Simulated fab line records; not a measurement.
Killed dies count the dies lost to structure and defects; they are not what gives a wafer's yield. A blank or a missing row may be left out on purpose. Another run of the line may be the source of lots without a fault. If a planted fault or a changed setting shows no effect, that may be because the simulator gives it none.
fab line records || flow sfqLine
[record] {"lots": 14, "wafers": 41, "lastDay": 92}
route steps=325 shown I7@297
lots that met no fault: from a run of the same line without faults
startH: start of the lot's first displayed wafer, in hours after the record's first day || waitH: time in hours since the lot's previous step || " same as the row above || L1.1+2: one row covering several wafers at once || - either no value or no given start || * or withheld: withheld || < > ~ a bound
route shown NAME@n: NAME is a module with steps in the file, n the number in the route of the first one || usual: mean and standard deviation over wafers with no fault || same: alike in all rows || chamber/n: place in a boat || sites: the reading at each site || _std_site: standard deviation across them || _edge_site: inner sites' mean taken away from outer sites' mean || radiusMm: for every site, how far away it sits from the centre of the wafer || mask NAME#n: copy n || behind: the most recent tool/chamber to have shaped the wafer || hold: what put the lot on hold/how long, in hours/how the hold closed || device: which transistor (n, p or np) failed to switch || end of line: the tests these same wafers got at the end of their route || where a step has no rows: the recipe by itself || killed: the dies lost at the first sort to structure and to defects; this is not the yield of the wafer || map: per-die view of a wafer (x killed, . not killed, _ where there is no die)
set.NAME: the setting the step ran with; set.NAME@STEP: the setting that earlier step ran with || model.NAME: the simulator's own value behind a step, which no gauge read
the route's steps for a sample of lots (tables are steps, rows are wafers)
services: from which hour (startH, from the record's first day; less than 0 if before it) a tool's chamber was out of use, for how many hours, and why
[[steps]]
[step SFQ_TRILAYER_I7_CMP_CMP_184]
[recipe] {"material": "SiO2", "downForcePsi": 3, "platenRpm": 60, "padVelocityMS": 0.94248}
[usual] {"motorCurrentA": "10.0/1.1", "platenRpm": "60.00/0.037", "timeToEndpointS": "217/8.1"}
{"lot.wafer": "L888.2", "tool": "cmp-02", "chamber": 0, "startH": 1805.01, "waitH": 2.8, "motorCurrentA": 11.0, "platenRpm": 59.96, "timeToEndpointS": 214}
{"lot.wafer": "L888.6", "tool": "cmp-02", "chamber": 0, "startH": 1807.01, "waitH": 4.7, "motorCurrentA": 10.6, "platenRpm": 59.97, "timeToEndpointS": 217}
{"lot.wafer": "L888.5", "tool": "cmp-02", "chamber": 1, "startH": 1807.01, "waitH": 4.7, "motorCurrentA": 10.7, "platenRpm": 59.99, "timeToEndpointS": 225}
{"lot.wafer": "L889.1", "tool": "cmp-01", "chamber": 0, "startH": 1815.01, "waitH": 6.7, "motorCurrentA": 9.4, "platenRpm": 59.99, "timeToEndpointS": 209}
{"lot.wafer": "L889.4", "tool": "cmp-01", "chamber": 3, "startH": 1816.51, "waitH": 8.1, "motorCurrentA": 10.5, "platenRpm": 60.02, "timeToEndpointS": 217}
{"lot.wafer": "L889.5", "tool": "cmp-01", "chamber": 1, "startH": 1817.51, "waitH": 9.1, "motorCurrentA": 11.5, "platenRpm": 59.95, "timeToEndpointS": 226}
{"lot.wafer": "L890.4", "tool": "cmp-02", "chamber": 2, "startH": 1820.01, "waitH": 6.5, "motorCurrentA": 7.9, "platenRpm": 59.97, "timeToEndpointS": 224}
{"lot.wafer": "L890.3", "tool": "cmp-02", "chamber": 1, "startH": 1821.51, "waitH": 8.1, "motorCurrentA": 10.0, "platenRpm": 59.95, "timeToEndpointS": 218}
{"lot.wafer": "L890.6", "tool": "cmp-02", "chamber": 3, "startH": 1822.51, "waitH": 9.0, "motorCurrentA": 11.3, "platenRpm": 59.98, "timeToEndpointS": 210}
{"lot.wafer": "L891.4", "tool": "cmp-01", "chamber": 1, "startH": 1834.51, "waitH": 16.2, "motorCurrentA": 11.2, "platenRpm": 60.05, "timeToEndpointS": 222}
{"lot.wafer": "L891.6", "tool": "cmp-01", "chamber": 2, "startH": 1834.51, "waitH": 16.2, "motorCurrentA": 10.3, "platenRpm": 59.99, "timeToEndpointS": 212}
{"lot.wafer": "L891.5", "tool": "cmp-01", "chamber": 3, "startH": 1834.51, "waitH": 16.2, "motorCurrentA": 9.7, "platenRpm": 60.02, "timeToEndpointS": 221}
{"lot.wafer": "L892.4", "tool": "cmp-02", "chamber": 1, "startH": 1836.80, "waitH": 14.9, "motorCurrentA": 10.0, "platenRpm": 60.01, "timeToEndpointS": 228}
{"lot.wafer": "L892.6", "tool": "cmp-02", "chamber": 0, "startH": 1838.30, "waitH": 16.4, "motorCurrentA": 10.1, "platenRpm": 60.00, "timeToEndpointS": 231}
{"lot.wafer": "L892.5", "tool": "cmp-02", "chamber": 1, "startH": 1838.30, "waitH": 16.4, "motorCurrentA": 9.9, "platenRpm": 59.98, "timeToEndpointS": 221}
{"lot.wafer": "L893.2", "tool": "cmp-02", "chamber": 0, "startH": 1839.30, "waitH": 16.0, "motorCurrentA": 10.0, "platenRpm": 60.00, "timeToEndpointS": 225}
{"lot.wafer": "L893.4", "tool": "cmp-02", "chamber": 2, "startH": 1840.30, "waitH": 17.0, "motorCurrentA": 8.2, "platenRpm": 60.00, "timeToEndpointS": 220}
{"lot.wafer": "L893.1", "tool": "cmp-02", "chamber": 3, "startH": 1840.30, "waitH": 17.0, "motorCurrentA": 11.4, "platenRpm": 60.05, "timeToEndpointS": 212}
{"lot.wafer": "L894.3", "tool": "cmp-01", "chamber": 0, "startH": 1843.01, "waitH": 18.8, "motorCurrentA": 9.0, "platenRpm": 59.99, "timeToEndpointS": 214}
{"lot.wafer": "L894.2", "tool": "cmp-01", "chamber": 1, "startH": 1843.01, "waitH": 18.8, "motorCurrentA": 11.5, "platenRpm": 60.02, "timeToEndpointS": 212}
{"lot.wafer": "L894.6", "tool": "cmp-01", "chamber": 3, "startH": 1844.51, "waitH": 20.2, "motorCurrentA": 10.0, "platenRpm": 59.98, "timeToEndpointS": 204}
{"lot.wafer": "L895.2", "tool": "cmp-02", "chamber": 1, "startH": 1845.80, "waitH": 12.9, "motorCurrentA": 10.2, "platenRpm": 59.96, "timeToEndpointS": 208}
{"lot.wafer": "L895.6", "tool": "cmp-02", "chamber": 0, "startH": 1847.30, "waitH": 14.3, "motorCurrentA": 10.3, "platenRpm": 59.99, "timeToEndpointS": 219}
{"lot.wafer": "L895.5", "tool": "cmp-02", "chamber": 1, "startH": 1847.30, "waitH": 14.3, "motorCurrentA": 10.0, "platenRpm": 60.02, "timeToEndpointS": 216}
{"lot.wafer": "L901.3", "tool": "cmp-02", "chamber": 2, "startH": 2039.20, "waitH": 2.9, "motorCurrentA": 7.8, "platenRpm": 60.01, "timeToEndpointS": 230}
{"lot.wafer": "L901.5", "tool": "cmp-02", "chamber": 2, "startH": 2041.20, "waitH": 4.9, "motorCurrentA": 8.1, "platenRpm": 59.99, "timeToEndpointS": 204}
{"lot.wafer": "L902.1", "tool": "cmp-02", "chamber": 3, "startH": 2042.70, "waitH": 2.8, "motorCurrentA": 10.8, "platenRpm": 59.97, "timeToEndpointS": 227}
{"lot.wafer": "L902.2", "tool": "cmp-02", "chamber": 0, "startH": 2042.70, "waitH": 2.8, "motorCurrentA": 10.5, "platenRpm": 60.03, "timeToEndpointS": 231}
{"lot.wafer": "L902.5", "tool": "cmp-02", "chamber": 2, "startH": 2044.20, "waitH": 4.3, "motorCurrentA": 7.8, "platenRpm": 59.97, "timeToEndpointS": 198}
{"lot.wafer": "L905.3", "tool": "cmp-01", "chamber": 3, "startH": 2087.54, "waitH": 2.2, "motorCurrentA": 10.2, "platenRpm": 59.95, "timeToEndpointS": 207}
{"lot.wafer": "L905.1", "tool": "cmp-01", "chamber": 0, "startH": 2087.54, "waitH": 2.2, "motorCurrentA": 9.3, "platenRpm": 60.01, "timeToEndpointS": 222}
{"lot.wafer": "L905.6", "tool": "cmp-01", "chamber": 3, "startH": 2089.54, "waitH": 4.1, "motorCurrentA": 10.4, "platenRpm": 60.03, "timeToEndpointS": 212}
{"lot.wafer": "L906.2", "tool": "cmp-01", "chamber": 0, "startH": 2090.23, "waitH": 0.0, "motorCurrentA": 9.3, "platenRpm": 59.98, "timeToEndpointS": 217}
{"lot.wafer": "L906.6", "tool": "cmp-01", "chamber": 0, "startH": 2092.23, "waitH": 2.0, "motorCurrentA": 9.0, "platenRpm": 60.01, "timeToEndpointS": 215}
{"lot.wafer": "L906.5", "tool": "cmp-01", "chamber": 1, "startH": 2092.23, "waitH": 2.0, "motorCurrentA": 11.5, "platenRpm": 59.98, "timeToEndpointS": 209}
{"lot.wafer": "L909.3", "tool": "cmp-01", "chamber": 0, "startH": 2119.37, "waitH": 1.0, "motorCurrentA": 9.2, "platenRpm": 59.99, "timeToEndpointS": 209}
{"lot.wafer": "L909.4", "tool": "cmp-01", "chamber": 1, "startH": 2119.37, "waitH": 1.0, "motorCurrentA": 11.5, "platenRpm": 60.00, "timeToEndpointS": 215}
{"lot.wafer": "L909.5", "tool": "cmp-01", "chamber": 2, "startH": 2119.37, "waitH": 1.0, "motorCurrentA": 10.1, "platenRpm": 60.07, "timeToEndpointS": 220}
{"lot.wafer": "L910.2", "tool": "cmp-02", "chamber": 2, "startH": 2125.70, "waitH": 0.0, "motorCurrentA": 7.8, "platenRpm": 60.04, "timeToEndpointS": 210}
{"lot.wafer": "L910.3", "tool": "cmp-02", "chamber": 0, "startH": 2126.70, "waitH": 1.0, "motorCurrentA": 10.9, "platenRpm": 60.02, "timeToEndpointS": 219}
{"lot.wafer": "L910.5", "tool": "cmp-02", "chamber": 2, "startH": 2127.70, "waitH": 2.0, "motorCurrentA": 8.2, "platenRpm": 59.99, "timeToEndpointS": 221}
[step SFQ_TRILAYER_I7_METRO_MEASURE_185]
[usual] {"thkNm": "200.4/1.1"}
{"lot.wafer": "L888.2", "tool": "filmMetro-03", "chamber": "-", "startH": 1809.05, "waitH": 0.3, "thkNm": 202.2}
{"lot.wafer": "L888.5", "tool": "filmMetro-03", "chamber": "-", "startH": 1809.05, "waitH": 0.3, "thkNm": 201.0}
{"lot.wafer": "L888.6", "tool": "filmMetro-03", "chamber": "-", "startH": 1809.05, "waitH": 0.3, "thkNm": 202.9}
{"lot.wafer": "L889.1", "tool": "filmMetro-03", "chamber": "-", "startH": 1818.13, "waitH": 0.1, "thkNm": 200.5}
{"lot.wafer": "L889.4", "tool": "filmMetro-03", "chamber": "-", "startH": 1818.13, "waitH": 0.1, "thkNm": 199.0}
{"lot.wafer": "L889.5", "tool": "filmMetro-03", "chamber": "-", "startH": 1818.13, "waitH": 0.1, "thkNm": 199.8}
{"lot.wafer": "L890.3", "tool": "filmMetro-02", "chamber": "-", "startH": 1823.53, "waitH": 0.5, "thkNm": 200.3}
{"lot.wafer": "L890.4", "tool": "filmMetro-02", "chamber": "-", "startH": 1823.53, "waitH": 0.5, "thkNm": 201.5}
{"lot.wafer": "L890.6", "tool": "filmMetro-02", "chamber": "-", "startH": 1823.53, "waitH": 0.5, "thkNm": 201.8}
{"lot.wafer": "L891.4", "tool": "filmMetro-02", "chamber": "-", "startH": 1836.73, "waitH": 0.6, "thkNm": 202.5}
{"lot.wafer": "L891.5", "tool": "filmMetro-02", "chamber": "-", "startH": 1836.73, "waitH": 0.6, "thkNm": 198.8}
{"lot.wafer": "L891.6", "tool": "filmMetro-02", "chamber": "-", "startH": 1836.73, "waitH": 0.6, "thkNm": 200.7}
{"lot.wafer": "L892.4", "tool": "filmMetro-02", "chamber": "-", "startH": 1840.02, "waitH": 0.6, "thkNm": 200.5}
{"lot.wafer": "L892.5", "tool": "filmMetro-02", "chamber": "-", "startH": 1840.02, "waitH": 0.6, "thkNm": 201.9}
{"lot.wafer": "L892.6", "tool": "filmMetro-02", "chamber": "-", "startH": 1840.02, "waitH": 0.6, "thkNm": 202.1}
{"lot.wafer": "L893.1", "tool": "filmMetro-01", "chamber": "-", "startH": 1842.42, "waitH": 0.1, "thkNm": 200.9}
{"lot.wafer": "L893.2", "tool": "filmMetro-01", "chamber": "-", "startH": 1842.42, "waitH": 0.1, "thkNm": 202.8}
{"lot.wafer": "L893.4", "tool": "filmMetro-01", "chamber": "-", "startH": 1842.42, "waitH": 0.1, "thkNm": 201.1}
{"lot.wafer": "L894.2", "tool": "filmMetro-02", "chamber": "-", "startH": 1845.33, "waitH": 0.3, "thkNm": 199.4}
{"lot.wafer": "L894.3", "tool": "filmMetro-02", "chamber": "-", "startH": 1845.33, "waitH": 0.3, "thkNm": 199.0}
{"lot.wafer": "L894.6", "tool": "filmMetro-02", "chamber": "-", "startH": 1845.33, "waitH": 0.3, "thkNm": 199.6}
{"lot.wafer": "L895.2", "tool": "filmMetro-01", "chamber": "-", "startH": 1848.62, "waitH": 0.3, "thkNm": 200.4}
{"lot.wafer": "L895.5", "tool": "filmMetro-01", "chamber": "-", "startH": 1848.62, "waitH": 0.3, "thkNm": 201.3}
{"lot.wafer": "L895.6", "tool": "filmMetro-01", "chamber": "-", "startH": 1848.62, "waitH": 0.3, "thkNm": 200.2}
{"lot.wafer": "L901.3", "tool": "filmMetro-01", "chamber": "-", "startH": 2042.22, "waitH": 0.5, "thkNm": 201.5}
{"lot.wafer": "L901.5", "tool": "filmMetro-01", "chamber": "-", "startH": 2042.22, "waitH": 0.5, "thkNm": 249.9}
{"lot.wafer": "L902.1", "tool": "filmMetro-03", "chamber": "-", "startH": 2044.82, "waitH": 0.1, "thkNm": 199.3}
{"lot.wafer": "L902.2", "tool": "filmMetro-03", "chamber": "-", "startH": 2044.82, "waitH": 0.1, "thkNm": 200.1}
{"lot.wafer": "L902.5", "tool": "filmMetro-03", "chamber": "-", "startH": 2044.82, "waitH": 0.1, "thkNm": 250.1}
{"lot.wafer": "L905.1", "tool": "filmMetro-01", "chamber": "-", "startH": 2090.16, "waitH": 0.1, "thkNm": 200.5}
{"lot.wafer": "L905.3", "tool": "filmMetro-01", "chamber": "-", "startH": 2090.16, "waitH": 0.1, "thkNm": 199.9}
{"lot.wafer": "L905.6", "tool": "filmMetro-01", "chamber": "-", "startH": 2090.16, "waitH": 0.1, "thkNm": 199.2}
{"lot.wafer": "L906.2", "tool": "filmMetro-02", "chamber": "-", "startH": 2093.55, "waitH": 0.3, "thkNm": 200.0}
{"lot.wafer": "L906.5", "tool": "filmMetro-02", "chamber": "-", "startH": 2093.55, "waitH": 0.3, "thkNm": 199.4}
{"lot.wafer": "L906.6", "tool": "filmMetro-02", "chamber": "-", "startH": 2093.55, "waitH": 0.3, "thkNm": 199.6}
{"lot.wafer": "L909.3", "tool": "filmMetro-01", "chamber": "-", "startH": 2121.89, "waitH": 0.5, "thkNm": 201.2}
{"lot.wafer": "L909.4", "tool": "filmMetro-01", "chamber": "-", "startH": 2121.89, "waitH": 0.5, "thkNm": 201.2}
{"lot.wafer": "L909.5", "tool": "filmMetro-01", "chamber": "-", "startH": 2121.89, "waitH": 0.5, "thkNm": 198.2}
{"lot.wafer": "L910.2", "tool": "filmMetro-01", "chamber": "-", "startH": 2129.02, "waitH": 0.3, "thkNm": 202.1}
{"lot.wafer": "L910.3", "tool": "filmMetro-01", "chamber": "-", "startH": 2129.02, "waitH": 0.3, "thkNm": 201.7}
{"lot.wafer": "L910.5", "tool": "filmMetro-01", "chamber": "-", "startH": 2129.02, "waitH": 0.3, "thkNm": 201.8}
[step SFQ_TRILAYER_I7_VIA_ETCH_VIA_ETCH_190]
[recipe] {"target": "SiO2", "stopOn": "Nb", "maskMaterial": "PR", "taperDeg": 20, "chemistry": "CHF3", "targetDepthNm": 260, "sourceW": 500, "biasW": 80, "pressureMtorr": 30, "timeS": "withheld"}
[usual] {"drypumpMotorCurrentA": "5.8/0.43", "oesProductAu": "0.856/0.0051", "rfFwdPowerW": "498.1/1.7"}
{"lot.wafer": "L888.2", "tool": "rieDiel-01", "chamber": 2, "startH": 1903.44, "waitH": 0.0, "drypumpMotorCurrentA": 5.9, "oesProductAu": 0.860, "rfFwdPowerW": 497.9}
{"lot.wafer": "L888.5", "tool": "rieDiel-01", "chamber": 2, "startH": 1903.44, "waitH": 0.0, "drypumpMotorCurrentA": 5.9, "oesProductAu": 0.848, "rfFwdPowerW": 498.8}
{"lot.wafer": "L888.6", "tool": "rieDiel-01", "chamber": 3, "startH": 1903.44, "waitH": 0.0, "drypumpMotorCurrentA": 6.7, "oesProductAu": 0.861, "rfFwdPowerW": 498.3}
{"lot.wafer": "L889.1", "tool": "rieDiel-03", "chamber": 2, "startH": 1909.44, "waitH": 0.0, "drypumpMotorCurrentA": 5.9, "oesProductAu": 0.852, "rfFwdPowerW": 497.5}
{"lot.wafer": "L889.4", "tool": "rieDiel-03", "chamber": 3, "startH": 1909.44, "waitH": 0.0, "drypumpMotorCurrentA": 5.6, "oesProductAu": 0.849, "rfFwdPowerW": 498.7}
{"lot.wafer": "L889.5", "tool": "rieDiel-03", "chamber": 0, "startH": 1909.44, "waitH": 0.0, "drypumpMotorCurrentA": 5.3, "oesProductAu": 0.842, "rfFwdPowerW": 496.6}
{"lot.wafer": "L890.3", "tool": "rieDiel-01", "chamber": 3, "startH": 1914.24, "waitH": 0.0, "drypumpMotorCurrentA": 6.7, "oesProductAu": 0.855, "rfFwdPowerW": 499.1}
{"lot.wafer": "L890.4", "tool": "rieDiel-01", "chamber": 1, "startH": 1914.24, "waitH": 0.0, "drypumpMotorCurrentA": 5.4, "oesProductAu": 0.862, "rfFwdPowerW": 499.7}
{"lot.wafer": "L890.6", "tool": "rieDiel-01", "chamber": 2, "startH": 1914.24, "waitH": 0.0, "drypumpMotorCurrentA": 5.9, "oesProductAu": 0.863, "rfFwdPowerW": 499.1}
{"lot.wafer": "L891.4", "tool": "rieDiel-02", "chamber": 2, "startH": 1931.17, "waitH": 0.0, "drypumpMotorCurrentA": 6.0, "oesProductAu": 0.863, "rfFwdPowerW": 498.3}
{"lot.wafer": "L891.5", "tool": "rieDiel-02", "chamber": 3, "startH": 1931.17, "waitH": 0.0, "drypumpMotorCurrentA": 5.6, "oesProductAu": 0.849, "rfFwdPowerW": 498.2}
{"lot.wafer": "L891.6", "tool": "rieDiel-02", "chamber": 0, "startH": 1931.17, "waitH": 0.0, "drypumpMotorCurrentA": 5.6, "oesProductAu": 0.855, "rfFwdPowerW": 494.9}
{"lot.wafer": "L892.4", "tool": "rieDiel-03", "chamber": 0, "startH": 1938.55, "waitH": 0.1, "drypumpMotorCurrentA": 5.4, "oesProductAu": 0.856, "rfFwdPowerW": 497.5}
{"lot.wafer": "L892.5", "tool": "rieDiel-03", "chamber": 1, "startH": 1938.55, "waitH": 0.1, "drypumpMotorCurrentA": 6.5, "oesProductAu": 0.866, "rfFwdPowerW": 499.4}
{"lot.wafer": "L892.6", "tool": "rieDiel-03", "chamber": 2, "startH": 1938.55, "waitH": 0.1, "drypumpMotorCurrentA": 5.9, "oesProductAu": 0.854, "rfFwdPowerW": 497.6}
{"lot.wafer": "L893.1", "tool": "rieDiel-02", "chamber": 2, "startH": 1943.29, "waitH": 0.0, "drypumpMotorCurrentA": 6.1, "oesProductAu": 0.861, "rfFwdPowerW": 499.5}
{"lot.wafer": "L893.2", "tool": "rieDiel-02", "chamber": 3, "startH": 1943.29, "waitH": 0.0, "drypumpMotorCurrentA": 5.6, "oesProductAu": 0.869, "rfFwdPowerW": 497.3}
{"lot.wafer": "L893.4", "tool": "rieDiel-02", "chamber": 0, "startH": 1943.29, "waitH": 0.0, "drypumpMotorCurrentA": 5.6, "oesProductAu": 0.856, "rfFwdPowerW": 498.4}
{"lot.wafer": "L894.2", "tool": "rieDiel-03", "chamber": 1, "startH": 1945.69, "waitH": 0.0, "drypumpMotorCurrentA": 6.5, "oesProductAu": 0.851, "rfFwdPowerW": 499.4}
{"lot.wafer": "L894.3", "tool": "rieDiel-03", "chamber": 3, "startH": 1945.69, "waitH": 0.0, "drypumpMotorCurrentA": 5.6, "oesProductAu": 0.855, "rfFwdPowerW": 501.8}
{"lot.wafer": "L894.6", "tool": "rieDiel-03", "chamber": 1, "startH": 1945.69, "waitH": 0.0, "drypumpMotorCurrentA": 6.5, "oesProductAu": 0.852, "rfFwdPowerW": 501.2}
{"lot.wafer": "L895.2", "tool": "rieDiel-02", "chamber": 3, "startH": 1954.22, "waitH": 0.0, "drypumpMotorCurrentA": 5.6, "oesProductAu": 0.857, "rfFwdPowerW": 501.3}
{"lot.wafer": "L895.5", "tool": "rieDiel-02", "chamber": 0, "startH": 1954.22, "waitH": 0.0, "drypumpMotorCurrentA": 5.6, "oesProductAu": 0.856, "rfFwdPowerW": 499.8}
{"lot.wafer": "L895.6", "tool": "rieDiel-02", "chamber": 3, "startH": 1954.22, "waitH": 0.0, "drypumpMotorCurrentA": 5.6, "oesProductAu": 0.852, "rfFwdPowerW": 499.1}
{"lot.wafer": "L901.3", "tool": "rieDiel-02", "chamber": 0, "startH": 2047.10, "waitH": 0.0, "drypumpMotorCurrentA": 5.6, "oesProductAu": 0.857, "rfFwdPowerW": 498.1}
{"lot.wafer": "L901.5", "tool": "rieDiel-02", "chamber": 1, "startH": 2047.10, "waitH": 0.0, "drypumpMotorCurrentA": 5.6, "oesProductAu": 0.974, "rfFwdPowerW": 496.4}
{"lot.wafer": "L902.1", "tool": "rieDiel-01", "chamber": 3, "startH": 2048.34, "waitH": 0.0, "drypumpMotorCurrentA": 6.7, "oesProductAu": 0.851, "rfFwdPowerW": 497.9}
{"lot.wafer": "L902.2", "tool": "rieDiel-01", "chamber": 1, "startH": 2048.34, "waitH": 0.0, "drypumpMotorCurrentA": 5.4, "oesProductAu": 0.858, "rfFwdPowerW": 495.5}
{"lot.wafer": "L902.5", "tool": "rieDiel-01", "chamber": 2, "startH": 2048.34, "waitH": 0.0, "drypumpMotorCurrentA": 5.9, "oesProductAu": 0.972, "rfFwdPowerW": 496.9}
{"lot.wafer": "L905.1", "tool": "rieDiel-02", "chamber": 2, "startH": 2094.45, "waitH": 0.0, "drypumpMotorCurrentA": 6.0, "oesProductAu": 0.855, "rfFwdPowerW": 497.1}
{"lot.wafer": "L905.3", "tool": "rieDiel-02", "chamber": 0, "startH": 2094.45, "waitH": 0.0, "drypumpMotorCurrentA": 5.6, "oesProductAu": 0.855, "rfFwdPowerW": 496.9}
{"lot.wafer": "L905.6", "tool": "rieDiel-02", "chamber": 1, "startH": 2094.45, "waitH": 0.0, "drypumpMotorCurrentA": 5.6, "oesProductAu": 0.849, "rfFwdPowerW": 499.2}
{"lot.wafer": "L906.2", "tool": "rieDiel-01", "chamber": 3, "startH": 2096.87, "waitH": 0.0, "drypumpMotorCurrentA": 6.7, "oesProductAu": 0.858, "rfFwdPowerW": 496.0}
{"lot.wafer": "L906.5", "tool": "rieDiel-01", "chamber": 2, "startH": 2096.87, "waitH": 0.0, "drypumpMotorCurrentA": 5.9, "oesProductAu": 0.853, "rfFwdPowerW": 498.6}
{"lot.wafer": "L906.6", "tool": "rieDiel-01", "chamber": 3, "startH": 2096.87, "waitH": 0.0, "drypumpMotorCurrentA": 6.7, "oesProductAu": 0.855, "rfFwdPowerW": 497.6}
{"lot.wafer": "L909.3", "tool": "rieDiel-01", "chamber": 2, "startH": 2192.02, "waitH": 0.0, "drypumpMotorCurrentA": 5.9, "oesProductAu": 0.861, "rfFwdPowerW": 497.4}
{"lot.wafer": "L909.4", "tool": "rieDiel-01", "chamber": 1, "startH": 2192.02, "waitH": 0.0, "drypumpMotorCurrentA": 5.4, "oesProductAu": 0.857, "rfFwdPowerW": 498.0}
{"lot.wafer": "L909.5", "tool": "rieDiel-01", "chamber": 3, "startH": 2192.02, "waitH": 0.0, "drypumpMotorCurrentA": 6.7, "oesProductAu": 0.850, "rfFwdPowerW": 499.5}
{"lot.wafer": "L910.2", "tool": "rieDiel-03", "chamber": 2, "startH": 2199.22, "waitH": 0.0, "drypumpMotorCurrentA": 5.9, "oesProductAu": 0.856, "rfFwdPowerW": 497.2}
{"lot.wafer": "L910.3", "tool": "rieDiel-03", "chamber": 0, "startH": 2199.22, "waitH": 0.0, "drypumpMotorCurrentA": 5.3, "oesProductAu": 0.853, "rfFwdPowerW": 498.8}
{"lot.wafer": "L910.5", "tool": "rieDiel-03", "chamber": 2, "startH": 2199.22, "waitH": 0.0, "drypumpMotorCurrentA": 5.9, "oesProductAu": 0.864, "rfFwdPowerW": 495.3}
[[services]]
{"tool": "cmp-01", "chamber": "-", "startH": 1787.92, "hours": 4.0, "kind": "pm"}
{"tool": "cmp-01", "chamber": "-", "startH": 1798.74, "hours": 2.7, "kind": "repair"}
{"tool": "filmMetro-01", "chamber": "-", "startH": 1831.60, "hours": 2.4, "kind": "pm"}
{"tool": "filmMetro-01", "chamber": "-", "startH": 1846.07, "hours": 1.1, "kind": "pm"}
{"tool": "cmp-01", "chamber": "-", "startH": 1866.36, "hours": 0.3, "kind": "repair"}
{"tool": "filmMetro-01", "chamber": "-", "startH": 1906.00, "hours": 0.5, "kind": "pm"}
{"tool": "cmp-02", "chamber": "-", "startH": 1907.58, "hours": 3.4, "kind": "repair"}
{"tool": "cmp-01", "chamber": "-", "startH": 1918.68, "hours": 16.3, "kind": "pm"}
{"tool": "cmp-02", "chamber": "-", "startH": 1930.16, "hours": 0.3, "kind": "repair"}
{"tool": "cmp-02", "chamber": "-", "startH": 1939.08, "hours": 4.0, "kind": "pm"}
{"tool": "cmp-01", "chamber": "-", "startH": 1982.22, "hours": 0.5, "kind": "repair"}
{"tool": "cmp-01", "chamber": "-", "startH": 1984.74, "hours": 4.3, "kind": "pm"}
{"tool": "cmp-02", "chamber": "-", "startH": 2001.46, "hours": 0.5, "kind": "repair"}
{"tool": "cmp-02", "chamber": "-", "startH": 2016.94, "hours": 3.1, "kind": "repair"}
{"tool": "cmp-01", "chamber": "-", "startH": 2065.71, "hours": 1.2, "kind": "repair"}
{"tool": "cmp-01", "chamber": "-", "startH": 2069.13, "hours": 3.3, "kind": "repair"}
{"tool": "cmp-01", "chamber": "-", "startH": 2095.41, "hours": 5.8, "kind": "pm"}
{"tool": "cmp-01", "chamber": "-", "startH": 2127.92, "hours": 4.0, "kind": "pm"}
{"tool": "cmp-02", "chamber": "-", "startH": 2131.92, "hours": 5.9, "kind": "pm"}
{"tool": "cmp-01", "chamber": "-", "startH": 2152.09, "hours": 2.7, "kind": "repair"}
{"tool": "cmp-02", "chamber": "-", "startH": 2180.91, "hours": 0.5, "kind": "repair"}
{"tool": "cmp-02", "chamber": "-", "startH": 2187.18, "hours": 1.0, "kind": "repair"}
{"tool": "cmp-01", "chamber": "-", "startH": 2190.05, "hours": 1.4, "kind": "repair"}
{"tool": "cmp-01", "chamber": "-", "startH": 2192.21, "hours": 0.7, "kind": "repair"}
[[key]]
[firstSign] {"step": "SFQ_TRILAYER_I7_METRO_MEASURE_185", "reading": "thkNm", "direction": "up", "sigmas": 46, "usual": 200.4, "struck": 250.0}
[effect] {"step": "SFQ_TRILAYER_I7_VIA_ETCH_VIA_ETCH_190", "reading": "oesProductAu", "direction": "up", "sigmas": 23, "usual": 0.856, "struck": 0.973}
metAt SFQ_TRILAYER_I7_CMP_CMP_184
struckLots L901,L902
struckWafers L901.5,L902.5
onsetBetween 1845.80 2039.20
[fault] {"kind": "processParameterDrift", "tool": "cmp-02", "chamber": "-", "onsetH": 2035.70, "steps": "SFQ_TRILAYER_I7_CMP_CMP_184", "channel": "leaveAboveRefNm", "offset": 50, "shape": "step", "endH": 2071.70, "scope": "struckWafersOnly", "actsIn": "theseRecipesOnly", "stated": 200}
